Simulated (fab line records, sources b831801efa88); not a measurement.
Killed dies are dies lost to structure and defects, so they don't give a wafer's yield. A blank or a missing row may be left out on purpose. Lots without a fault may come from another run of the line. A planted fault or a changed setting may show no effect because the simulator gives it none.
Which tool did it? | flow gf180mcu | 7 lots, 21 wafers sampled, at 2 steps of a route of 602

WHAT THE GAUGES READ, wafer by wafer
GF_NSD_CD_MEAS_07: target cd 400 nm.
lot  | measured     | on        | cd_nm (nm)
L547 | day 13 17:14 | cd_sem-01 | 402.6 401.3 402.0
L550 | day 14 19:30 | cd_sem-01 | 403.6 402.5 402.6
L552 | day 15 11:46 | cd_sem-02 | 401.3 400.6 398.0
L556 | day 16 17:31 | cd_sem-02 | 396.3 397.5 397.5
L558 | day 17 07:37 | cd_sem-01 | 399.3 396.9 397.9
L560 | day 18 07:10 | cd_sem-01 | - - -
L569 | day 21 16:57 | cd_sem-02 | 401.2 399.5 401.8

WHICH TOOL RAN EACH LOT (tool, then ch and the chambers of the sampled wafers, then the start)
lot  | GF_NSD_COAT_02
L547 | litho_track-02 ch 0, day 13 07:08
L550 | litho_track-02 ch 0, day 14 08:46
L552 | litho_track-04 ch 0, day 15 01:11
L556 | litho_track-02 ch 0, day 16 06:11
L558 | litho_track-02 ch 0, day 16 20:43
L560 | litho_track-02, day 17 19:28
L569 | litho_track-04 ch 0, day 21 05:12
- GF_NSD_COAT_02: resist thk 1000 nm.

THE ANSWER, worked out from the rows above alone
Rule: what is usual is taken from the lots themselves. Put in order of their means at a reading, lots are off if they are a third of the lots or fewer, leave a main group of 4 or more, and stand apart from it by a gap of 3 or more times the standard deviation of the main group's means; of several such gaps the widest counts. A main group whose means are all the same, to the digits that the tables above print for the reading, isn't used. A lot without any number at a reading at which 4 lots or more have one is off too. The other lots that the step has rows for count as sound.
Off: L560, at GF_NSD_CD_MEAS_07 (cd_nm). Without a number there: L560. The main group: mean 400.1 nm, standard deviation 2.
A tool fits if, at a process step before that reading, it ran every lot that is off, and no sound lot after the first of them. The gauges at GF_NSD_CD_MEAS_07 are tried like those tools. Can't be told from this: 2 tools fit, litho_track-02 at GF_NSD_COAT_02, cd_sem-01 at GF_NSD_CD_MEAS_07.

WHAT THE SIMULATOR HAD PUT IN
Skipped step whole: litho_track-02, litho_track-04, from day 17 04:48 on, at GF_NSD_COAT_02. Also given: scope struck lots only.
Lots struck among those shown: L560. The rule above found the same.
